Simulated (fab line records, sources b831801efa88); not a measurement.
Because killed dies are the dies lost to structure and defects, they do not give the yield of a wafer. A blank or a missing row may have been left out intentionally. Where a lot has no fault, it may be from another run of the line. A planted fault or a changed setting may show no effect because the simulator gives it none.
Which tool is to blame? -- flow sky130 -- 13 lots, 39 wafers sampled, at 5 steps of a route of 708

WHAT THE GAUGES READ, wafer by wafer
SKY_FIELD_ISO_BOW_MEAS_00.
lot,measured,on,INCOMING_BOW (um)
L424,day 1 10:02,film_metro-04,-1 -1 1
L425,day 1 15:00,film_metro-04,-7 3 -5
L427,day 2 01:00,film_metro-01,4 -7 -17
L428,day 2 06:00,film_metro-04,2 -3 -9
L429,day 2 11:00,film_metro-04,-6 -7 -1
L432,day 3 02:01,film_metro-01,2 -19 6
L436,day 3 22:02,film_metro-04,-1 1 7
L437,day 4 03:00,film_metro-01,-7 -2 -6
L439,day 4 13:00,film_metro-04,-4 -7 2
L440,day 4 18:00,film_metro-01,1 1 11
L443,day 5 09:00,film_metro-01,-1 -1 8
L444,day 5 14:00,film_metro-04,-8 -8 2
L445,day 5 19:01,film_metro-04,-5 -3 -3

SKY_FIELD_ISO_THK_MEAS_04.
lot,measured,on,FIELD_ISO_CVD_03_THK (nm)
L424,day 1 15:10,film_metro-01,163.4 163.4 164.3
L425,day 1 18:29,film_metro-02,163.5 162.6 163.8
L427,day 2 05:16,film_metro-01,163.4 163.0 163.2
L428,day 2 12:49,film_metro-04,164.8 164.7 164.6
L429,day 2 17:10,film_metro-01,165.5 165.2 166.1
L432,day 3 08:16,film_metro-04,165.5 166.7 166.6
L436,day 4 01:30,film_metro-02,163.2 162.8 163.4
L437,day 4 08:10,film_metro-01,165.0 166.4 167.1
L439,day 4 18:10,film_metro-04,166.8 167.6 165.2
L440,day 4 22:40,film_metro-02,166.6 165.0 167.0
L443,day 5 13:22,film_metro-01,166.2 165.9 165.6
L444,day 5 17:52,film_metro-01,163.9 165.2 164.5
L445,day 5 23:36,film_metro-04,164.6 163.0 165.4

SKY_NWELL_THK_MEAS_02.
lot,measured,on,NWELL_OXIDATION_THK (nm)
L424,day 2 15:46,film_metro-03,9.77 10.00 9.94
L425,day 2 18:19,film_metro-03,10.30 10.22 10.11
L427,day 3 05:24,film_metro-04,9.84 9.79 9.83
L428,day 3 11:40,film_metro-04,10.05 10.03 10.05
L429,day 3 15:02,film_metro-04,9.97 10.06 10.03
L432,day 4 07:25,film_metro-04,9.58 9.63 9.60
L436,day 5 03:35,film_metro-04,9.69 9.89 10.07
L437,day 5 09:29,film_metro-02,9.58 9.77 9.62
L439,day 5 18:51,film_metro-04,9.74 9.71 9.71
L440,day 5 23:26,film_metro-02,9.99 10.09 10.15
L443,day 6 18:02,film_metro-04,9.85 9.84 9.74
L444,day 6 20:46,film_metro-04,9.94 9.82 9.69
L445,day 7 01:50,film_metro-03,9.51 9.42 9.44

SKY_NWELL_RS_MEAS_31: the measuring method here is four-point-probe.
lot,measured,on,PWDE_RS (ohm/sq)
L424,day 5 10:38,film_metro-03,5303 5299 5305
L425,day 5 14:08,film_metro-03,5267 5274 5269
L427,day 6 03:20,film_metro-03,5257 5252 5287
L428,day 6 11:23,film_metro-02,5276 5272 5273
L429,day 6 13:22,film_metro-02,5331 5338 5341
L432,day 7 09:17,film_metro-04,5317 5295 5309
L436,day 8 08:11,film_metro-04,5291 5281 5286
L437,day 8 12:20,film_metro-02,5268 5254 5272
L439,day 9 02:58,film_metro-04,5280 5283 5275
L440,day 9 05:58,film_metro-03,5274 5271 5257
L443,day 10 03:02,film_metro-03,5266 5259 5259
L444,day 10 07:47,film_metro-03,5268 5288 5269
L445,day 10 14:00,film_metro-02,5270 5267 5263

EACH LOT AND THE TOOL THAT RAN IT (in order: tool; ch and the chambers of the sampled wafers; start)
lot,SKY_PWDE_IMPLANT_08
L424,"implanter-02 ch 0, day 3 22:53"
L425,"implanter-04 ch 0, day 4 02:14"
L427,"implanter-04 ch 0, day 4 14:07"
L428,"implanter-01 ch 0, day 4 21:04"
L429,"implanter-04 ch 0, day 4 23:58"
L432,"implanter-04 ch 0, day 5 18:01"
L436,"implanter-02 ch 0, day 6 16:37"
L437,"implanter-02 ch 0, day 6 21:47"
L439,"implanter-01 ch 0, day 7 08:55"
L440,"implanter-02 ch 0, day 7 13:26"
L443,"implanter-02 ch 0, day 8 07:44"
L444,"implanter-01 ch 0, day 8 11:02"
L445,"implanter-02 ch 0, day 8 17:04"
- SKY_PWDE_IMPLANT_08

AS READ BY THE TOOLS THEMSELVES (means over the sampled wafers that have a number; for cases with no such wafer, the mark the record gives instead)
SKY_PWDE_IMPLANT_08.
lot,tool,beam_energy_keV
L424,implanter-02,150.01
L425,implanter-04,150.08
L427,implanter-04,149.97
L428,implanter-01,150.03
L429,implanter-04,127.98
L432,implanter-04,128.04
L436,implanter-02,150.03
L437,implanter-02,150.02
L439,implanter-01,150.00
L440,implanter-02,150.00
L443,implanter-02,149.94
L444,implanter-01,150.00
L445,implanter-02,150.00

THE ANSWER, worked out from the rows above alone
Rule: the lots themselves supply what counts as usual. Put in order of their means at a reading, lots are off if they are a third of the lots or fewer, leave a main group of 4 or more, and stand apart from it by a gap of 3 or more times the standard deviation of the main group's means; of several such gaps the widest counts. If all means in a main group match to the digits the tables above print for the reading, that group is not used. Also off: a lot with no number at a reading for which 4 or more lots have one. The other lots that the step has rows for count as sound. After the gauges, taken in route order, come the tools' own readings; for these a lot's mean is taken, as printed above. At the first step where some lot is off, the reading lying furthest off is the one used; lots without a number count as furthest.
Off at SKY_PWDE_IMPLANT_08 (beam_energy_keV): L429, L432. For the main group the mean is 150.01 and the standard deviation 0.034.
A tool fits if, at that step or a process step before it, it ran every lot that is off, and no sound lot after the first of them. One fits: SKY_PWDE_IMPLANT_08 on implanter-04. Its last sound lot is L427 (day 4 14:07), its first lot that is off L429 (day 4 23:58): a fault that began between those two fits.
On the lots that are off, the tool's own readings at SKY_PWDE_IMPLANT_08 differ by more than 5 times the standard deviation of the sound lots' means, which bears it out; beam_energy_keV reads 128.01 there versus 150.01 on the sound lots.

WHAT WAS PUT IN BY THE SIMULATOR
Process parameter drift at SKY_PWDE_IMPLANT_08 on implanter-04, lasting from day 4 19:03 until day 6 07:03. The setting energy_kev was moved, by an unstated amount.
Shown lots that were struck: L429, L432. The rule above reached the same finding.
